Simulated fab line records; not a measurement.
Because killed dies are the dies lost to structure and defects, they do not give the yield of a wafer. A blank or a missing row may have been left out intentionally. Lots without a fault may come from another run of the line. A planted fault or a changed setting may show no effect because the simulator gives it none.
Chamber matching -- flow sky130 -- cmp-02 running SKY_LI_CONTACT_CMP_02: 4 sister chambers
The step polishes PSG. 4 wafers are shown with their chamber, then 9 later ones without.

WAFERS PAIRED WITH THEIR CHAMBERS
wafer,chamber,motor-current-A (A)
L087.2,2,13.3
L087.4,0,11.5
L089.2,1,11.4
L089.6,3,12.2

WAFERS WITHOUT THEIR CHAMBER
wafer,motor-current-A (A)
L090.1,12.3
L090.4,11.7
L090.6,12.2
L092.3,11.8
L092.4,13.6
L092.5,12.1
L097.1,12.1
L097.3,13.8
L097.5,13.5

THE CHAMBER EACH PASSED THROUGH
wafer,from the rows above,in truth
L090.1,3,3
L090.4,can't be placed: 0 or 1 or 3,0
L090.6,3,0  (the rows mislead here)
L092.3,can't be placed: 0 or 3 or 1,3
L092.4,2,2
L092.5,3,3
L097.1,3,3
L097.3,2,2
L097.5,2,2
Placed correctly: 6 of 9. These rows do not allow placing 2 (true chamber among the candidates in 2). Wrongly placed: 1.
How it was worked out, from the rows above alone: a wafer's distance from a chamber is the root of the sum, over the readings, of the square of ((its reading less the chamber's mean) divided by the reading's scatter). The wafer belongs to the nearest chamber; if the next one is less than 2 further off, it can't be placed. A chamber's mean is the mean of its shown wafers. The scatter: with one shown wafer a chamber, the root of the mean of the squares of how far each hidden wafer lies from its nearest shown one.
